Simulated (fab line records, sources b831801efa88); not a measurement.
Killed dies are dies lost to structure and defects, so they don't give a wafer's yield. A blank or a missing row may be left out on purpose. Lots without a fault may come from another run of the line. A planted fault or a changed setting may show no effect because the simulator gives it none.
fab line records | flow sfq_line
record lots=14 wafers=42 last_day=96
route steps=325 shown I6@268 M7@291 I7@303
lots that met no fault: from a run of the same line without faults
start_h: hours from the record's first day to the start of the lot's first wafer shown | wait_h: hours since the lot's step before | " the same as in the row above | L1.1+2: a row that stands for several wafers | - no value, or no start given | * or withheld: withheld | < > ~ a bound
route shown NAME@n: a module of which the file shows steps, and the number in the route of the first | usual: mean/standard deviation of fault-free wafers | same: alike in all rows | chamber/n: place in a boat | sites: the reading at each site | _std_site: their standard deviation | _edge_site: outer sites' mean less inner sites' | radius_mm: how far each site lies from the wafer's centre | mask NAME#n: copy n | behind: the tool/chamber that last shaped the wafer | hold: why the lot was held/for how many hours/how that ended | device: the transistor (n, p or np) that didn't switch | end of line: the same wafers' tests at the end of the route | a step without rows: its recipe alone | killed: dies lost to structure and defects at the first sort, not the wafer's yield | map: a wafer's dies, x killed, . not, _ none there
set.NAME: the setting as run; set.NAME@STEP: as run at that earlier step | model.NAME: the simulator's own value behind a step, which no gauge read
steps of the route over a sample of lots; a table a step, a row a wafer
services: from which hour (start_h, from the record's first day; less than 0 if before it) a tool's chamber was out of use, for how many hours, and why
## steps
# step SFQ_I6_BOW_MEAS_941
# recipe mode=bow
# usual I6_BOW=7/12
# columns lot.wafer tool chamber start_h wait_h I6_BOW[um]
L911.1 film_metro-03 - 1733.55 2.0 4
L911.5 " - " " 8
L911.6 " - " " 3
L912.1 film_metro-04 - 1738.31 2.0 5
L912.5 " - " " 10
L912.6 " - " " 6
L913.2 film_metro-01 - 1745.53 2.0 18
L913.3 " - " " 19
L913.4 " - " " 4
L914.1 film_metro-04 - 1753.95 2.0 -4
L914.2 " - " " 0
L914.5 " - " " 2
L926.1 film_metro-04 - 1940.37 2.0 4
L926.4 " - " " -9
L926.5 " - " " -5
L925.4 film_metro-01 - 1943.43 1.6 -6
L925.5 " - " " -2
L925.6 " - " " -6
L927.1 film_metro-03 - 1953.57 2.5 29
L927.2 " - " " 14
L927.4 " - " " 25
L928.1 film_metro-04 - 1955.47 2.0 -2
L928.2 " - " " -13
L928.6 " - " " -7
L929.1 film_metro-01 - 1972.77 1.0 10
L929.2 " - " " 26
L929.6 " - " " 15
L930.1 film_metro-04 - 1985.76 2.0 7
L930.3 " - " " 6
L930.6 " - " " 11
L931.3 film_metro-01 - 1988.20 1.0 15
L931.5 " - " " 25
L931.6 " - " " 14
L932.2 film_metro-03 - 1991.18 2.5 0
L932.4 " - " " 20
L932.6 " - " " 0
L933.4 film_metro-01 - 2004.63 2.6 -5
L933.5 " - " " 1
L933.6 " - " " -4
L934.2 film_metro-03 - 2012.26 1.0 -7
L934.5 " - " " -13
L934.6 " - " " 3
# step SFQ_M7_OVL_MEAS_945
# usual M7_OVL=2/6.1
# columns lot.wafer tool chamber start_h wait_h M7_OVL[nm]
L911.1 overlay-02 - 1933.89 0.1 -4
L911.5 " - " " -3
L911.6 " - " " -5
L912.1 overlay-02 - 1954.29 0.1 -3
L912.5 " - " " 4
L912.6 " - " " 3
L913.2 overlay-02 - 1957.90 0.1 3
L913.3 " - " " 1
L913.4 " - " " 3
L914.1 overlay-01 - 1962.69 0.1 0
L914.2 " - " " 2
L914.5 " - " " -3
L926.1 overlay-01 - 2045.86 0.1 -13
L926.4 " - " " 1
L926.5 " - " " -4
L925.4 overlay-01 - 2050.68 0.1 12
L925.5 " - " " 10
L925.6 " - " " 11
L927.1 overlay-02 - 2060.26 0.1 4
L927.2 " - " " 2
L927.4 " - " " 8
L928.1 overlay-02 - 2062.66 0.1 1
L928.2 " - " " 3
L928.6 " - " " 9
L929.1 overlay-02 - 2080.26 0.1 -6
L929.2 " - " " -4
L929.6 " - " " -10
L930.1 overlay-01 - 2098.39 0.1 -1
L930.3 " - " " -2
L930.6 " - " " 2
L931.3 overlay-01 - 2099.73 0.1 5
L931.5 " - " " 5
L931.6 " - " " 1
L932.2 overlay-02 - 2185.83 0.1 -1
L932.4 " - " " 3
L932.6 " - " " 8
L933.4 overlay-02 - 2205.17 0.1 1
L933.5 " - " " -2
L933.6 " - " " 4
L934.2 overlay-01 - 2208.76 0.1 1
L934.5 " - " " -8
L934.6 " - " " -1
# step SFQ_TRILAYER_I7_VIA_LITHO_EXPOSE_188
# recipe mask_id=I7 na=0.6 source_shape=conventional sigma_outer=0.65 target_cd_nm=1000 dose_mj=21.3
# usual exposure_dose_mJ_cm2=21.302/0.022 focus_offset_nm=0.0/0.52
# columns lot.wafer tool chamber start_h wait_h mask exposure_dose_mJ_cm2 focus_offset_nm
L911.1 krf_scanner-01 0 2038.36 - I7#0 21.307 0.9
L911.5 " 0 " " I7#0 21.327 0.5
L911.6 " 0 " " I7#0 21.285 0.4
L912.1 krf_scanner-01 0 2059.96 - I7#0 21.311 -0.6
L912.5 " 0 " " I7#0 21.275 0.0
L912.6 " 0 " " I7#0 21.311 0.5
L913.2 krf_scanner-01 0 2064.96 - I7#0 21.255 0.8
L913.3 " 0 " " I7#0 21.243 0.5
L913.4 " 0 " " I7#0 21.273 -0.1
L914.1 krf_scanner-02 0 2069.16 - I7#0 21.296 0.3
L914.2 " 0 " " I7#0 21.317 -0.6
L914.5 " 0 " " I7#0 21.290 -0.5
L926.1 krf_scanner-01 - 2146.22 - I7#0 - -
L926.4 " - " " I7#0 - -
L926.5 " - " " I7#0 - -
L925.4 krf_scanner-02 - 2151.74 - I7#0 - -
L925.5 " - " " I7#0 - -
L925.6 " - " " I7#0 - -
L927.1 krf_scanner-01 0 2159.10 - I7#0 21.307 0.9
L927.2 " 0 " " I7#0 21.296 0.1
L927.4 " 0 " " I7#0 21.326 0.3
L928.1 krf_scanner-01 0 2160.30 - I7#0 21.328 -0.8
L928.2 " 0 " " I7#0 21.335 0.9
L928.6 " 0 " " I7#0 21.325 0.7
L929.1 krf_scanner-02 0 2162.00 - I7#0 21.308 -0.1
L929.2 " 0 " " I7#0 21.290 -0.2
L929.6 " 0 " " I7#0 21.299 0.4
L930.1 krf_scanner-02 0 2163.20 - I7#0 21.278 0.2
L930.3 " 0 " " I7#0 21.277 0.3
L930.6 " 0 " " I7#0 21.284 0.5
L931.3 krf_scanner-02 0 2164.80 - I7#0 21.296 -0.3
L931.5 " 0 " " I7#0 21.301 0.3
L931.6 " 0 " " I7#0 21.305 0.0
L932.2 krf_scanner-02 0 2192.95 - I7#0 21.266 -0.7
L932.4 " 0 " " I7#0 21.288 1.1
L932.6 " 0 " " I7#0 21.296 0.0
L933.4 krf_scanner-02 0 2214.72 - I7#0 21.328 -0.6
L933.5 " 0 " " I7#0 21.331 -0.6
L933.6 " 0 " " I7#0 21.345 0.3
L934.2 krf_scanner-02 0 2218.92 - I7#0 21.284 0.6
L934.5 " 0 " " I7#0 21.269 0.0
L934.6 " 0 " " I7#0 21.297 -0.2
# step SFQ_TRILAYER_I7_VIA_STRIP_STRIP_191
# recipe gas=O2 power_w=200 platen_temp_c=40 overash_fraction=0.65 chemistry=O2 pressure_mtorr=50
# usual drypump_motor_current_A=5.81/0.26 oes_product_au=0.999/0.0083
# columns lot.wafer tool chamber start_h wait_h drypump_motor_current_A oes_product_au rf_hours_counter_h
L911.1 rie_metal-04 1 2040.05 - 6.36 0.995 86
L911.5 " 1 " " 6.38 0.997 -
L911.6 " 1 " " 6.41 0.995 -
L912.1 rie_metal-02 1 2061.65 - 6.01 0.991 50
L912.5 " 1 " " 6.03 1.001 -
L912.6 " 0 " " 5.50 0.993 -
L913.2 rie_metal-01 1 2066.45 - 5.87 1.002 112
L913.3 " 0 " " 5.65 1.000 -
L913.4 " 1 " " 5.89 1.002 -
L914.1 rie_metal-02 1 2070.85 - 6.00 1.001 51
L914.2 " 0 " " 5.45 0.997 98
L914.5 " 1 " " 5.99 0.998 -
L926.1 rie_metal-01 1 2147.91 - 5.87 1.004 121
L926.4 " 0 " " 5.63 1.000 -
L926.5 " 1 " " 5.88 0.999 -
L925.4 rie_metal-01 0 2153.03 - 5.64 0.992 -
L925.5 " 1 " " 5.87 1.011 -
L925.6 " 0 " " 5.65 0.984 -
L927.1 rie_metal-01 1 2160.79 - 5.86 0.998 122
L927.2 " 0 " " 5.65 0.999 84
L927.4 " 1 " " 5.87 1.011 -
L928.1 rie_metal-02 1 2161.99 - 6.01 0.997 60
L928.2 " 0 " " 5.44 1.000 107
L928.6 " 1 " " 6.00 0.992 -
L929.1 rie_metal-01 0 2163.69 - 5.65 0.991 85
L929.2 " 1 " " 5.88 1.006 123
L929.6 " 1 " " 5.87 1.021 -
L930.1 rie_metal-04 1 2164.89 - 6.37 0.996 103
L930.3 " 1 " " 6.36 0.990 -
L930.6 " 0 " " 5.71 0.992 -
L931.3 rie_metal-01 1 2166.29 - 5.88 1.023 -
L931.5 " 0 " " 5.61 0.998 -
L931.6 " 1 " " 5.92 1.018 -
L932.2 rie_metal-01 0 2194.64 - 5.68 1.001 -
L932.4 " 0 " " 5.63 0.995 -
L932.6 " 0 " " 5.65 0.994 -
L933.4 rie_metal-02 0 2216.01 - 5.46 0.995 -
L933.5 " 1 " " 6.01 0.989 -
L933.6 " 0 " " 5.45 0.996 -
L934.2 rie_metal-04 1 2220.41 - 6.36 0.997 111
L934.5 " 0 " " 5.69 0.990 -
L934.6 " 1 " " 6.36 0.990 -
## services
# columns tool chamber start_h hours kind
krf_scanner-02 - 2016.43 0.8 pm
rie_metal-02 - 2021.83 0.3 repair
rie_metal-04 0 2035.95 - clean
rie_metal-04 0 2035.95 - consumable_replace:focus_ring
rie_metal-04 0 2035.95 18.3 scheduled_down
rie_metal-04 0 2035.95 18.3 vent_cycle
krf_scanner-02 - 2047.18 1.0 pm
krf_scanner-02 - 2049.24 0.9 repair
krf_scanner-01 - 2067.16 1.0 pm
krf_scanner-01 - 2074.34 1.3 pm
krf_scanner-01 - 2088.58 4.0 pm
krf_scanner-02 - 2088.93 2.0 repair
krf_scanner-02 - 2098.57 3.3 repair
krf_scanner-01 - 2148.62 0.8 pm
krf_scanner-02 - 2175.70 1.3 pm
krf_scanner-01 - 2175.81 10.2 repair
rie_metal-01 1 2179.62 - clean
rie_metal-01 1 2179.62 18.8 scheduled_down
rie_metal-01 1 2179.62 18.8 vent_cycle
krf_scanner-02 - 2186.72 0.8 pm
krf_scanner-02 - 2216.52 1.0 pm
## key
first_sign step=SFQ_TRILAYER_I7_VIA_LITHO_EXPOSE_188 reading=tool_record direction=missing
effect none on later readings
met_at SFQ_TRILAYER_I7_VIA_LITHO_EXPOSE_188
struck_lots L925,L926
not_acting_at SFQ_I6_BOW_MEAS_941,SFQ_M7_OVL_MEAS_945,SFQ_TRILAYER_I7_VIA_STRIP_STRIP_191
onset_between 2069.16 2146.22
fault kind=skipped_step_whole tool=krf_scanner-01,krf_scanner-02 chamber=- onset_h=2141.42 steps=SFQ_TRILAYER_I7_VIA_LITHO_EXPOSE_188 scope=struck_lots_only
